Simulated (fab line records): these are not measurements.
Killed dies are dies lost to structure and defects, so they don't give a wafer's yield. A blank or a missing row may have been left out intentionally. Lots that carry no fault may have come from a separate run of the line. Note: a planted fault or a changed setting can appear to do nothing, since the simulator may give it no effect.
fab line records    flow sfqLine
record: lots: 14  wafers: 42  lastDay: 83
route steps=325 shown I1@81
lots that met no fault: taken from a fault-free run of the same line
startH: hours from the record's opening day to when the first of the lot's shown wafers began    waitH: time in hours since the lot's previous step    " same as the row above    L1.1+2: one row covering several wafers at once    - either no value or no given start    * or withheld: withheld    < > ~ a bound
route shown NAME@n: a module of which the file shows steps, and the number in the route of the first    usual: mean/standard deviation taken from wafers without a fault    same: alike in all rows    chamber/n: place in a boat    sites: each site's reading    _std_site: the values' standard deviation    _edge_site: the outer-site mean with the inner-site mean subtracted    radiusMm: for every site, how far away it sits from the centre of the wafer    mask NAME#n: copy n    behind: the last tool/chamber to shape the wafer    hold: reason for holding the lot/hours on hold/outcome of the hold    device: which transistor (n, p or np) failed to switch    end of line: the route-end tests of the same wafers    for a step that has no rows: nothing shown but its recipe    killed: at the first sort, the dies lost to defects and structure; wafer yield is something else    map: the dies of a wafer, with x for killed, . for not killed, _ for no die there
set.NAME: the setting as run; set.NAME@STEP: as run at that earlier step    model.NAME: the simulator's own value behind a step, which no gauge read
steps of the route over a sample of lots; a table a step, a row a wafer
== steps ==
step: SFQ_TRILAYER_I1_VIA_LITHO_PEB_052
recipe: pebTempC: 115  pebTimeS: 60  resist: KrF
usual: chillPlateTempC: 22.99/0.1  exhaustPa: 44.9/1.1
lot.wafer  tool           chamber  startH  waitH  chillPlateTempC  exhaustPa
L791.2     lithoTrack-03  0        424.14  0.8    23.06            46.5
L791.4     "              0        "       "      23.02            45.8
L791.5     "              0        "       "      22.86            47.2
L795.2     lithoTrack-04  0        461.44  0.8    22.82            46.0
L795.5     "              0        "       "      22.88            45.0
L795.6     "              0        "       "      22.88            45.7
L797.2     lithoTrack-02  0        489.74  0.8    23.01            44.7
L797.3     "              0        "       "      23.11            45.1
L797.4     "              0        "       "      23.04            44.6
L798.4     lithoTrack-02  0        505.19  0.5    23.00            44.9
L798.5     "              0        "       "      22.87            44.7
L798.6     "              0        "       "      22.99            42.9
L800.1     lithoTrack-03  0        536.32  1.0    23.01            44.7
L800.2     "              0        "       "      22.99            43.7
L800.6     "              0        "       "      23.05            44.7
L801.3     lithoTrack-04  0        545.97  0.7    22.93            45.2
L801.4     "              0        "       "      23.08            46.1
L801.5     "              0        "       "      22.81            44.4
L803.2     lithoTrack-02  0        561.54  0.8    22.95            45.4
L803.3     "              0        "       "      23.00            44.6
L803.5     "              0        "       "      22.96            45.5
L806.2     lithoTrack-02  0        588.36  0.8    22.89            45.5
L806.4     "              0        "       "      23.00            43.9
L806.6     "              0        "       "      22.89            44.8
L807.3     lithoTrack-04  -        595.59  0.7    -                -
L807.4     "              -        "       "      -                -
L807.6     "              -        "       "      -                -
L808.3     lithoTrack-02  -        600.39  0.7    -                -
L808.5     "              -        "       "      -                -
L808.6     "              -        "       "      -                -
L811.3     lithoTrack-04  0        629.22  0.7    22.68            45.1
L811.4     "              0        "       "      22.63            44.0
L811.5     "              0        "       "      22.96            45.0
L812.2     lithoTrack-03  0        640.12  0.8    22.82            46.4
L812.4     "              0        "       "      22.78            45.3
L812.5     "              0        "       "      23.09            46.0
L813.1     lithoTrack-02  0        789.30  1.0    23.04            44.4
L813.5     "              0        "       "      23.12            44.1
L813.6     "              0        "       "      23.07            43.2
L814.1     lithoTrack-04  0        797.82  1.0    22.87            45.7
L814.3     "              0        "       "      23.06            46.2
L814.5     "              0        "       "      23.01            46.1
== key ==
firstSign: step: SFQ_TRILAYER_I1_VIA_LITHO_PEB_052  reading: toolRecord  direction: missing
effect none on later readings
metAt SFQ_TRILAYER_I1_VIA_LITHO_PEB_052
struckLots L807,L808
onsetBetween 588.36 595.59
fault: kind: skippedStepWhole  tool: lithoTrack-02,lithoTrack-04  chamber: -  onsetH: 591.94  steps: SFQ_TRILAYER_I1_VIA_LITHO_PEB_052  scope: struckLotsOnly
